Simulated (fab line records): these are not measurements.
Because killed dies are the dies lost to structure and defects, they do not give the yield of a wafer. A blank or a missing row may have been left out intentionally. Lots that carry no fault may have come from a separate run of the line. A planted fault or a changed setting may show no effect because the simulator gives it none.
The tool behind it: which one? || flow sky130 || 9 lots, 27 wafers sampled, at 6 steps of a route of 708

## WHAT THE GAUGES READ, wafer by wafer
SKY_VIA2_OVL_MEAS_13. Usual: VIA2_OVL -1 nm, standard deviation 5.2.
{"lot": "L398", "measured": "day 37 11:13", "on": "overlay-02", "VIA2_OVL (nm)": "-4 -5 -7", "flag": ""}
{"lot": "L399", "measured": "day 37 11:55", "on": "overlay-02", "VIA2_OVL (nm)": "-17 -13 -9", "flag": ""}
{"lot": "L403", "measured": "day 38 15:01", "on": "overlay-01", "VIA2_OVL (nm)": "1 4 -5", "flag": ""}
{"lot": "L411", "measured": "day 41 01:49", "on": "overlay-02", "VIA2_OVL (nm)": "2 5 4", "flag": ""}
{"lot": "L413", "measured": "day 41 04:47", "on": "overlay-02", "VIA2_OVL (nm)": "-4 -3 3", "flag": ""}
{"lot": "L412", "measured": "day 41 04:23", "on": "overlay-02", "VIA2_OVL (nm)": "-4 6 -1", "flag": ""}
{"lot": "L415", "measured": "day 41 20:47", "on": "overlay-01", "VIA2_OVL (nm)": "0 0 0", "flag": ""}
{"lot": "L418", "measured": "day 42 06:10", "on": "overlay-01", "VIA2_OVL (nm)": "12 0 -2", "flag": ""}
{"lot": "L420", "measured": "day 42 22:31", "on": "overlay-01", "VIA2_OVL (nm)": "-9 -7 -3", "flag": ""}

SKY_CAPM_RS_MEAS_03: uses a four-point probe to measure. Usual: CAPM_TIN_RS 6.89 ohm/sq, standard deviation 0.063.
{"lot": "L398", "measured": "day 37 12:58", "on": "filmMetro-02", "CAPM_TIN_RS (ohm/sq)": "6.84 6.84 6.83", "flag": ""}
{"lot": "L399", "measured": "day 37 13:40", "on": "filmMetro-02", "CAPM_TIN_RS (ohm/sq)": "6.89 6.84 6.88", "flag": ""}
{"lot": "L403", "measured": "day 38 16:46", "on": "filmMetro-03", "CAPM_TIN_RS (ohm/sq)": "6.80 6.87 6.85", "flag": ""}
{"lot": "L411", "measured": "day 41 03:35", "on": "filmMetro-02", "CAPM_TIN_RS (ohm/sq)": "5.94 6.79 6.03", "flag": "OFF"}
{"lot": "L413", "measured": "day 41 06:37", "on": "filmMetro-03", "CAPM_TIN_RS (ohm/sq)": "6.95 6.94 6.91", "flag": ""}
{"lot": "L412", "measured": "day 41 06:16", "on": "filmMetro-04", "CAPM_TIN_RS (ohm/sq)": "6.91 6.94 6.91", "flag": ""}
{"lot": "L415", "measured": "day 41 22:34", "on": "filmMetro-02", "CAPM_TIN_RS (ohm/sq)": "6.97 6.96 6.88", "flag": ""}
{"lot": "L418", "measured": "day 42 07:56", "on": "filmMetro-03", "CAPM_TIN_RS (ohm/sq)": "6.83 6.86 6.85", "flag": ""}
{"lot": "L420", "measured": "day 43 00:17", "on": "filmMetro-04", "CAPM_TIN_RS (ohm/sq)": "6.95 6.98 6.95", "flag": ""}

SKY_CAPM_THK_MEAS_04: measures by xrf. Usual: CAPM_TIN_THK 202.3 nm, standard deviation 2.
{"lot": "L398", "measured": "day 37 13:05", "on": "filmMetro-02", "CAPM_TIN_THK (nm)": "205.3 204.8 204.3", "flag": ""}
{"lot": "L399", "measured": "day 37 13:47", "on": "filmMetro-02", "CAPM_TIN_THK (nm)": "204.0 204.3 203.4", "flag": ""}
{"lot": "L403", "measured": "day 38 16:53", "on": "filmMetro-03", "CAPM_TIN_THK (nm)": "203.3 201.8 202.3", "flag": ""}
{"lot": "L411", "measured": "day 41 03:42", "on": "filmMetro-02", "CAPM_TIN_THK (nm)": "234.9 206.5 231.4", "flag": "OFF"}
{"lot": "L413", "measured": "day 41 06:43", "on": "filmMetro-03", "CAPM_TIN_THK (nm)": "199.3 200.0 199.9", "flag": ""}
{"lot": "L412", "measured": "day 41 06:22", "on": "filmMetro-04", "CAPM_TIN_THK (nm)": "202.0 200.6 201.7", "flag": ""}
{"lot": "L415", "measured": "day 41 22:40", "on": "filmMetro-02", "CAPM_TIN_THK (nm)": "201.0 201.4 203.5", "flag": ""}
{"lot": "L418", "measured": "day 42 08:03", "on": "filmMetro-03", "CAPM_TIN_THK (nm)": "204.0 202.7 204.4", "flag": ""}
{"lot": "L420", "measured": "day 43 00:24", "on": "filmMetro-04", "CAPM_TIN_THK (nm)": "199.0 198.1 198.4", "flag": ""}

## WHICH TOOL RAN EACH LOT (tool, then ch and the chambers of the sampled wafers, then the start)
{"lot": "L398", "SKY_METAL1_DESCUM_17": "rieMetal-04 ch 0, day 33 23:16", "SKY_METAL1_METAL_ETCH_19": "rieMetal-04 ch 0, day 33 23:27", "SKY_CAPM_SPUTTER_02": "pvdSputter-01, day 37 12:51"}
{"lot": "L399", "SKY_METAL1_DESCUM_17": "rieMetal-01 ch 0,1, day 34 00:06", "SKY_METAL1_METAL_ETCH_19": "rieMetal-01 ch 0,1, day 34 00:11", "SKY_CAPM_SPUTTER_02": "pvdSputter-04, day 37 13:34"}
{"lot": "L403", "SKY_METAL1_DESCUM_17": "rieMetal-03 ch 0,1, day 35 05:27", "SKY_METAL1_METAL_ETCH_19": "rieMetal-03 ch 0,1, day 35 05:32", "SKY_CAPM_SPUTTER_02": "pvdSputter-01, day 38 16:40"}
{"lot": "L411", "SKY_METAL1_DESCUM_17": "rieMetal-01 ch 0, day 37 19:40", "SKY_METAL1_METAL_ETCH_19": "rieMetal-01 ch 0, day 37 19:51", "SKY_CAPM_SPUTTER_02": "pvdSputter-01, day 41 03:28"}
{"lot": "L413", "SKY_METAL1_DESCUM_17": "rieMetal-01 ch 0, day 37 21:17", "SKY_METAL1_METAL_ETCH_19": "rieMetal-01 ch 0, day 37 21:31", "SKY_CAPM_SPUTTER_02": "pvdSputter-04, day 41 06:27"}
{"lot": "L412", "SKY_METAL1_DESCUM_17": "rieMetal-03 ch 0,1, day 37 21:37", "SKY_METAL1_METAL_ETCH_19": "rieMetal-03 ch 0,1, day 37 21:42", "SKY_CAPM_SPUTTER_02": "pvdSputter-04, day 41 06:08"}
{"lot": "L415", "SKY_METAL1_DESCUM_17": "rieMetal-01 ch 0, day 38 16:29", "SKY_METAL1_METAL_ETCH_19": "rieMetal-01 ch 0, day 38 16:43", "SKY_CAPM_SPUTTER_02": "pvdSputter-04, day 41 22:25"}
{"lot": "L418", "SKY_METAL1_DESCUM_17": "rieMetal-01 ch 0, day 39 02:37", "SKY_METAL1_METAL_ETCH_19": "rieMetal-01 ch 0, day 39 02:42", "SKY_CAPM_SPUTTER_02": "pvdSputter-03, day 42 07:49"}
{"lot": "L420", "SKY_METAL1_DESCUM_17": "rieMetal-03 ch 0,1, day 39 19:04", "SKY_METAL1_METAL_ETCH_19": "rieMetal-03 ch 0,1, day 39 19:09", "SKY_CAPM_SPUTTER_02": "pvdSputter-04, day 43 00:10"}
- SKY_METAL1_DESCUM_17: chemistry O2, time 8 s.
- SKY_METAL1_METAL_ETCH_19: etches the open film in Cl2/BCl3, stops on SiO2, target depth 360 nm, time 78 s.
- SKY_CAPM_SPUTTER_02: material TiN, target thk 200 nm, time 166.7 s.

## WHAT THE TOOLS THEMSELVES READ (means of the sampled wafers that have a number; where no wafer has one, the mark that the record gives instead)
SKY_METAL1_DESCUM_17. Usual: drypumpMotorCurrentA 6.00 A, standard deviation 0.2; heBacksideLeakSccm 3.40 sccm, standard deviation 0.21; oesProductAu 0.994 a.u., standard deviation 0.0078; tempC 39.99 C, standard deviation 0.1.
{"lot": "L398", "tool": "rieMetal-04", "drypumpMotorCurrentA (A)": 5.74, "heBacksideLeakSccm (sccm)": 3.17, "oesProductAu (a.u.)": 0.983, "tempC (C)": 39.94, "flag": ""}
{"lot": "L399", "tool": "rieMetal-01", "drypumpMotorCurrentA (A)": 5.97, "heBacksideLeakSccm (sccm)": 3.44, "oesProductAu (a.u.)": 0.992, "tempC (C)": 40.00, "flag": ""}
{"lot": "L403", "tool": "rieMetal-03", "drypumpMotorCurrentA (A)": 6.02, "heBacksideLeakSccm (sccm)": 3.29, "oesProductAu (a.u.)": 1.010, "tempC (C)": 40.12, "flag": ""}
{"lot": "L411", "tool": "rieMetal-01", "drypumpMotorCurrentA (A)": 5.96, "heBacksideLeakSccm (sccm)": 3.49, "oesProductAu (a.u.)": 0.990, "tempC (C)": 40.06, "flag": ""}
{"lot": "L413", "tool": "rieMetal-01", "drypumpMotorCurrentA (A)": 6.01, "heBacksideLeakSccm (sccm)": 3.62, "oesProductAu (a.u.)": 0.990, "tempC (C)": 40.04, "flag": ""}
{"lot": "L412", "tool": "rieMetal-03", "drypumpMotorCurrentA (A)": 6.20, "heBacksideLeakSccm (sccm)": 3.31, "oesProductAu (a.u.)": 0.997, "tempC (C)": 39.99, "flag": ""}
{"lot": "L415", "tool": "rieMetal-01", "drypumpMotorCurrentA (A)": 5.97, "heBacksideLeakSccm (sccm)": 3.68, "oesProductAu (a.u.)": 0.998, "tempC (C)": 39.86, "flag": ""}
{"lot": "L418", "tool": "rieMetal-01", "drypumpMotorCurrentA (A)": 6.00, "heBacksideLeakSccm (sccm)": 3.33, "oesProductAu (a.u.)": 0.994, "tempC (C)": 40.05, "flag": ""}
{"lot": "L420", "tool": "rieMetal-03", "drypumpMotorCurrentA (A)": 6.02, "heBacksideLeakSccm (sccm)": 3.34, "oesProductAu (a.u.)": 0.994, "tempC (C)": 40.01, "flag": ""}

SKY_METAL1_METAL_ETCH_19. Usual: biasW 48.49 W, standard deviation 0.16; drypumpMotorCurrentA 6.00 A, standard deviation 0.21; heBacksideLeakSccm 3.41 sccm, standard deviation 0.29; oesProductAu 0.855 a.u., standard deviation 0.0054; throttleValvePct 22.265 %, standard deviation 0.0082.
{"lot": "L398", "tool": "rieMetal-04", "biasW (W)": 48.49, "drypumpMotorCurrentA (A)": 5.73, "heBacksideLeakSccm (sccm)": 3.09, "oesProductAu (a.u.)": 0.857, "throttleValvePct (%)": 22.258, "flag": ""}
{"lot": "L399", "tool": "rieMetal-01", "biasW (W)": 48.47, "drypumpMotorCurrentA (A)": 5.97, "heBacksideLeakSccm (sccm)": 3.34, "oesProductAu (a.u.)": 0.859, "throttleValvePct (%)": 22.262, "flag": ""}
{"lot": "L403", "tool": "rieMetal-03", "biasW (W)": 48.46, "drypumpMotorCurrentA (A)": 6.01, "heBacksideLeakSccm (sccm)": 3.34, "oesProductAu (a.u.)": 0.849, "throttleValvePct (%)": 22.273, "flag": ""}
{"lot": "L411", "tool": "rieMetal-01", "biasW (W)": 48.51, "drypumpMotorCurrentA (A)": 5.98, "heBacksideLeakSccm (sccm)": 3.47, "oesProductAu (a.u.)": 0.854, "throttleValvePct (%)": 22.267, "flag": ""}
{"lot": "L413", "tool": "rieMetal-01", "biasW (W)": 48.25, "drypumpMotorCurrentA (A)": 5.98, "heBacksideLeakSccm (sccm)": 3.61, "oesProductAu (a.u.)": 0.860, "throttleValvePct (%)": 22.268, "flag": ""}
{"lot": "L412", "tool": "rieMetal-03", "biasW (W)": 48.53, "drypumpMotorCurrentA (A)": 6.21, "heBacksideLeakSccm (sccm)": 3.33, "oesProductAu (a.u.)": 0.857, "throttleValvePct (%)": 22.261, "flag": ""}
{"lot": "L415", "tool": "rieMetal-01", "biasW (W)": 48.60, "drypumpMotorCurrentA (A)": 5.97, "heBacksideLeakSccm (sccm)": 3.36, "oesProductAu (a.u.)": 0.853, "throttleValvePct (%)": 22.267, "flag": ""}
{"lot": "L418", "tool": "rieMetal-01", "biasW (W)": 48.49, "drypumpMotorCurrentA (A)": 6.02, "heBacksideLeakSccm (sccm)": 3.48, "oesProductAu (a.u.)": 0.847, "throttleValvePct (%)": 22.266, "flag": ""}
{"lot": "L420", "tool": "rieMetal-03", "biasW (W)": 48.63, "drypumpMotorCurrentA (A)": 6.00, "heBacksideLeakSccm (sccm)": 3.28, "oesProductAu (a.u.)": 0.850, "throttleValvePct (%)": 22.266, "flag": ""}

SKY_CAPM_SPUTTER_02. Usual: chamberPressurePa 0.4001 Pa, standard deviation 0.00085; throttleValvePct 29.8 %, standard deviation 0.62.
{"lot": "L398", "tool": "pvdSputter-01", "chamberPressurePa (Pa)": 0.4001, "throttleValvePct (%)": 29.4, "flag": ""}
{"lot": "L399", "tool": "pvdSputter-04", "chamberPressurePa (Pa)": 0.4002, "throttleValvePct (%)": 30.1, "flag": ""}
{"lot": "L403", "tool": "pvdSputter-01", "chamberPressurePa (Pa)": 0.4007, "throttleValvePct (%)": 29.5, "flag": ""}
{"lot": "L411", "tool": "pvdSputter-01", "chamberPressurePa (Pa)": 0.3995, "throttleValvePct (%)": 29.3, "flag": ""}
{"lot": "L413", "tool": "pvdSputter-04", "chamberPressurePa (Pa)": 0.4001, "throttleValvePct (%)": 30.3, "flag": ""}
{"lot": "L412", "tool": "pvdSputter-04", "chamberPressurePa (Pa)": 0.3999, "throttleValvePct (%)": 30.3, "flag": ""}
{"lot": "L415", "tool": "pvdSputter-04", "chamberPressurePa (Pa)": 0.4001, "throttleValvePct (%)": 30.1, "flag": ""}
{"lot": "L418", "tool": "pvdSputter-03", "chamberPressurePa (Pa)": 0.4006, "throttleValvePct (%)": 30.3, "flag": ""}
{"lot": "L420", "tool": "pvdSputter-04", "chamberPressurePa (Pa)": 0.3996, "throttleValvePct (%)": 30.2, "flag": ""}

## THE ANSWER, worked out from the rows above alone
Rule: lot off if the mean of its wafers having a number is beyond 3 standard deviations from the usual mean. Also off: a lot with no number at a reading for which 4 or more lots have one. Where the step has rows for the other lots, those lots are counted as sound. Order of review: gauges by route order, followed by the tools' own readings, for which a lot's mean as printed above is used. The first step at which some lot is off is used, and at that step the reading that is off furthest; a lot without a number counts as furthest.
Off: L411, seen at SKY_CAPM_RS_MEAS_03 (CAPM_TIN_RS).
If a tool, at a process step before that reading, ran all the lots that are off and no sound lot after the first of them, it fits. Those tools and the gauges at SKY_CAPM_RS_MEAS_03 are tried in the same way. One fits: pvdSputter-01 at SKY_CAPM_SPUTTER_02. Its last sound lot is L403 (day 38 16:40), its first lot that is off L411 (day 41 03:28): a fault that began between those two fits.

## WHAT WAS PUT IN BY THE SIMULATOR
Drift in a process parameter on pvdSputter-01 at SKY_CAPM_SPUTTER_02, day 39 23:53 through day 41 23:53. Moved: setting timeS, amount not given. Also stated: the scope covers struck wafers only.
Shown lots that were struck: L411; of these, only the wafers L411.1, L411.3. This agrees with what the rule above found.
